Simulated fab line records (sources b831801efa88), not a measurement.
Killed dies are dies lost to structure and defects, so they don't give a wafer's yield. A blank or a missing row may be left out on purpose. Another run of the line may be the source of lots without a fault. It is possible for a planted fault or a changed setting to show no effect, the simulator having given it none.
A single fault, viewed from 2 desks | flow gf180mcu | every desk sees just its own numbers, and what lay behind them comes last

## METROLOGY DESK
Lot by lot, what the gauges showed, no matter which tool ran the lot: averages of those sampled wafers that carry a number. A lot is out of limits, marked OUT, if its mean lies more than 4 standard deviations from the usual mean; the brackets give that distance.
Columns: A = HV_LDD_2_TW at GF_HV_LDD_TW_MEAS_23, usual 1054; B = cdNm at GF_HV_LDD_CD_MEAS_31, usual 400.3 nm; C = HV_LDD_02_OVL at GF_HV_LDD_OVL_MEAS_32, usual 0.4 nm
lot  | first seen here | A    | B     | C
L120 | day 10 17:16    | 1059 | 401.2 | 0.2
L123 | day 11 13:05    | 1046 | 401.1 | 0.7
L132 | day 14 12:34    | 1054 | 398.4 | -1.3
L133 | day 14 23:37    | 1053 | 404.1 | 0.1
L137 | day 16 04:00    | 1053 | 402.3 | 1.5
L142 | day 17 22:27    | 1056 | 400.0 | 1.4
This desk's verdict: no lot among the 6 shows anything out of limits.

## THE TOOL OWNER'S DESK: implanter-03
The tool's own readings at GF_HV_LDD_IMPLANT_33, given as means over the sampled wafers that have a number, one for each lot that went through this tool. A lot is out of limits, marked OUT, if its mean lies more than 4 standard deviations from the usual mean; the brackets give that distance.
Columns: A = beamOnS at GF_HV_LDD_IMPLANT_33, usual 9.99 s; B = doseIonsCm2 at GF_HV_LDD_IMPLANT_33, usual 7.502e+12; C = endStationPressureTorr at GF_HV_LDD_IMPLANT_33, usual 5.04e-06 Torr; D = faradayCurrentUA at GF_HV_LDD_IMPLANT_33, usual 42.4
lot  | first seen here | A     | B                   | C        | D
L120 | day 11 12:13    | 10.21 | 7.500e+12           | 5.08e-06 | 41.4
L132 | day 15 09:25    | 10.04 | 8.104e+12 (+74) OUT | 4.89e-06 | 45.5
L133 | day 15 20:52    | 9.93  | 8.101e+12 (+74) OUT | 5.20e-06 | 45.9
This desk's finding: out of limits on L132, L133; first on L132, day 15 09:25 (doseIonsCm2 at GF_HV_LDD_IMPLANT_33). In limits: L120.

## ALL TOGETHER
The tool owner's desk had the chance to raise an alarm at day 15 09:25 on L132, L133.
The metrology desk saw nothing out of limits.
The metrology desk has L132, L133 on record, within its limits.
Of the lots named, all ran GF_HV_LDD_IMPLANT_33 on implanter-03.

## WHAT HAD BEEN PUT IN BY THE SIMULATOR
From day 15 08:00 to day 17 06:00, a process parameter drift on implanter-03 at GF_HV_LDD_IMPLANT_33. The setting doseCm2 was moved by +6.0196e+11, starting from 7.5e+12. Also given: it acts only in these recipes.
Lots struck among those shown: L132, L133.
Each desk's first reading out of limits, in hours after the fault started: the tool owner's desk, 1.
